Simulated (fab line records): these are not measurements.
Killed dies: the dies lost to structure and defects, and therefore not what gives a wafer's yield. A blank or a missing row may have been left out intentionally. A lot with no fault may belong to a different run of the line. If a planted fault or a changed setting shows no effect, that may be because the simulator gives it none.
Which tool was responsible?    flow gf180mcu    11 lots, 33 wafers sampled, at 3 steps of a route of 602

## WHAT THE GAUGES SHOWED, per wafer
GF_VT_IMPLANT_TW_MEAS_32.
lot   measured      on             VT_IMPLANT_3_TW
L726  day 7 10:46   film_metro-03  267.6 267.9 268.2
L727  day 7 16:00   film_metro-02  266.1 265.7 267.6
L729  day 8 06:17   film_metro-03  30.2 30.1 30.2 30.1 30.2 30.1
L732  day 9 02:33   film_metro-02  267.5 265.7 265.3
L740  day 11 08:49  film_metro-03  269.9 269.5 268.9
L741  day 11 17:40  film_metro-01  270.9 271.5 272.7
L743  day 12 04:02  film_metro-02  265.2 265.0 265.5
L744  day 12 11:11  film_metro-01  271.9 271.6 272.0
L745  day 12 16:46  film_metro-03  265.9 265.7 267.6
L746  day 13 00:46  film_metro-02  268.6 268.0 267.1
L747  day 13 05:52  film_metro-01  270.1 272.4 272.2

## TOOL THAT RAN EACH LOT (tool first, then ch and the chambers of the sampled wafers, then the start)
lot   GF_VT_IMPLANT_STRIP_20                GF_VT_IMPLANT_STRIP_31
L726  plasma_asher-04 ch 0,1, day 6 19:08   plasma_asher-03 ch 0,1, day 7 10:41
L727  plasma_asher-02 ch 0,1, day 7 00:20   plasma_asher-02 ch 0,1, day 7 15:54
L729  plasma_asher-03 ch 0,1, day 7 13:35   plasma_asher-03 ch 0,1, day 8 06:11
L732  plasma_asher-02 ch 1, day 8 09:23     plasma_asher-03 ch 0,1, day 9 02:27
L740  plasma_asher-03 ch 0,1, day 10 14:03  plasma_asher-02 ch 0,1, day 11 08:42
L741  plasma_asher-02 ch 0,1, day 10 22:36  plasma_asher-03 ch 0, day 11 17:33
L743  plasma_asher-04 ch 0,1, day 11 09:23  plasma_asher-03 ch 0,1, day 12 03:56
L744  plasma_asher-02 ch 0,1, day 11 15:23  plasma_asher-02 ch 0,1, day 12 11:05
L745  plasma_asher-03 ch 0,1, day 11 21:33  plasma_asher-02 ch 0,1, day 12 16:39
L746  plasma_asher-04 ch 0,1, day 12 05:45  plasma_asher-04 ch 1, day 13 00:40
L747  plasma_asher-04 ch 0,1, day 12 09:53  plasma_asher-03 ch 0,1, day 13 05:45
- GF_VT_IMPLANT_STRIP_20: strips in O2/N2.
- GF_VT_IMPLANT_STRIP_31: strips in O2/N2.

## THE ANSWER, worked out from the rows above alone
Rule: what is usual is taken from the lots themselves. The widest of any qualifying gaps counts: lots, ordered by their means at a reading, are off when they make up no more than a third of the lots, leave a main group of 4 or more, and stand apart from it by 3 or more times the standard deviation of that group's means. The tables above print the reading to a certain number of digits; a main group whose means all agree to those digits is not used. Also off: a lot with no number at a reading for which 4 or more lots have one. Where the step has rows for the other lots, those lots are counted as sound.
Off: L729, at GF_VT_IMPLANT_TW_MEAS_32 (VT_IMPLANT_3_TW). The main group has a mean of 268.5 with a standard deviation of 2.4.
If a tool, at a process step before that reading, ran all the lots that are off and no sound lot after the first of them, it fits. The gauges at GF_VT_IMPLANT_TW_MEAS_32 are tried like those tools. Not one of the candidates tried fits.

## WHAT HAD BEEN PUT IN BY THE SIMULATOR
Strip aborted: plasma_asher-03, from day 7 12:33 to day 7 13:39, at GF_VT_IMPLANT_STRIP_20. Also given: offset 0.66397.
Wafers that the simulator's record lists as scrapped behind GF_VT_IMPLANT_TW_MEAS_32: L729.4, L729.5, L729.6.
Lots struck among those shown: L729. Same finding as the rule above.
